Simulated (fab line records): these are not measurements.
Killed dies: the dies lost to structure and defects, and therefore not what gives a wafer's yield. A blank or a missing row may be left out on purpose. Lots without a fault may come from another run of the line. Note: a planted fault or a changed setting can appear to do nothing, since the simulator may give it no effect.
Split-lot study ; flow sky130 ; 5 lots, 23 wafers read, on a route of 708 steps

THE SPLIT
At SKY_SD_P_IMPLANT_09, the setting energyKev was moved away from the recipe's 20 on 4 of the 23 wafers read, by +4.1% to +5.2%. For the rest of the wafers, this setting stayed at what the recipe calls for.

FROM THE SPLIT TO THE READING: what the file shows between them, 8 steps
- SKY_SD_P_STRIP_10: strips in O2/N2
- SKY_SD_P_TW_MEAS_11
- SKY_SD_N_EXPOSE_04: exposes mask NSDM, target cd 380 nm (also split here: doseMj)
- SKY_SD_N_PEB_05
- SKY_SD_N_DEVELOP_06: develop time 60 s
- SKY_SD_N_CD_MEAS_07: target cd 380 nm
- SKY_SD_N_STRIP_11: strips in O2/N2 (also split here: o2FlowSccm)
- SKY_SD_N_CLEAN_13: cleans in SC1/SC2, time 150 s

THE READING
At SKY_SD_N_RS_MEAS_17, a four-point-probe measurement gives SD_P_RS in ohm/sq. A value of 147.0 ohm/sq with a standard deviation of 0.37 ohm/sq is what fault-free wafers of this fab line usually give.

wafer;tool, chamber at the split;energyKev as run;against the recipe;SD_P_RS, ohm/sq;against lot-mates on the recipe
L075.1;implanter-03, 0;20;recipe;147.6;-
L075.2;implanter-03, 0;20;recipe;147.6;-
L075.4;implanter-03, 0;20;recipe;147.4;-
L075.5;implanter-03, 0;20;recipe;147.3;-
L075.6;implanter-03, 0;20;recipe;147.2;-
L078.1;implanter-03, 0;20;recipe;147.4;-
L078.4;implanter-03, 0;20;recipe;147.1;-
L078.6;implanter-03, 0;20;recipe;146.9;-
L079.1;implanter-03, 0;20;recipe;147.1;-
L079.3;implanter-03, 0;20;recipe;146.4;-
L079.4;implanter-03, 0;21.05;+5.2%;143.3;-3.4
L079.5;implanter-03, 0;21.05;+5.2%;142.8;-3.9
L079.6;implanter-03, 0;20;recipe;146.5;-
L084.1;implanter-02, 0;20;recipe;146.8;-
L084.3;implanter-02, 0;20.82;+4.1%;144.3;-2.7
L084.4;implanter-02, 0;20;recipe;146.9;-
L084.5;implanter-02, 0;20.82;+4.1%;144.6;-2.4
L084.6;implanter-02, 0;20;recipe;147.3;-
L085.1;implanter-04, 0;20;recipe;146.8;-
L085.2;implanter-04, 0;20;recipe;146.9;-
L085.3;implanter-04, 0;20;recipe;146.7;-
L085.4;implanter-04, 0;20;recipe;146.3;-
L085.6;implanter-04, 0;20;recipe;147.0;-

FIT RESULTS
A straight line over all 23 wafers: SD_P_RS changes by -0.707 ohm/sq for each +1% of energyKev; r = -0.96; the points scatter about the line by 0.38 ohm/sq.
The same after taking each lot's own level away (the mean of its wafers on the recipe; 23 wafers): -0.664 ohm/sq for each +1%; r = -0.98; scatter 0.24 ohm/sq.
Per that fit: largest energyKev move, reading shift of 3.5 ohm/sq.
Measured against the standard deviation above, the lots' own levels, which go from 146.67 to 147.42 ohm/sq, span 2.0 times it.
The two slopes agree, so the slope changes little with the lot-to-lot level.
Check: for one of the wafers moved furthest among these (+5.2%), held out of the fit, the line's prediction against its lot-mates is -3.54 ohm/sq. Against them it came out at -3.37 ohm/sq.

FURTHER SPLITS ON THESE WAFERS
Note: prior to the reading, these wafers also went through further splits. Each is held against what the fit with the lots' levels taken away leaves over:
other split on the same wafers;wafers away from the commonest value;r with SD_P_RS (lot level and that fit taken away)
SKY_POLY_GATE_ETCH_17 icpW;9;-0.21
SKY_LDD_P_DEVELOP_06 developTimeS;8;-0.18
SKY_LDD_P_IMPLANT_09 doseCm2;11;-0.10
SKY_LDD_LDN_COAT_02 resistThkNm;6;-0.28
SKY_LDD_LDN_IMPLANT_09 energyKev;11;-0.20
SKY_POLY_CUT_COAT_03 resistThkNm;6;+0.05
SKY_POLY_CUT_ETCH_11 sourceW;6;+0.18
SKY_SD_N_EXPOSE_04 doseMj;10;+0.10
SKY_SD_N_STRIP_11 o2FlowSccm;6;+0.22

THE WHOLE CHAIN: every reading that the file lists as answering this split, in the file's order
step;what it does;reading;change (the file's fit);r (the file's)
SKY_SD_P_IMPLANT_09;;implant.rpNm (the simulator's own value, which no gauge read);+0.137 nm for each +1% of the setting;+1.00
SKY_SD_P_IMPLANT_09;;implant.drpNm (the simulator's own value, which no gauge read);+0.0679 nm for each +1% of the setting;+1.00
SKY_SD_P_STRIP_10;strips in O2/N2;stripTimeToEndpointS;withheld for each +1% of the setting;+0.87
SKY_SD_P_TW_MEAS_11;;SD_P_TW;+6.59 for each +1% of the setting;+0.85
SKY_SD_N_RS_MEAS_17;measures by four-point-probe;SD_P_RS;-0.664 for each +1% of the setting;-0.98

THE FILE'S OWN FIT
SD_P_RS changes by -0.664 ohm/sq for each +1% of energyKev, r = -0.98.
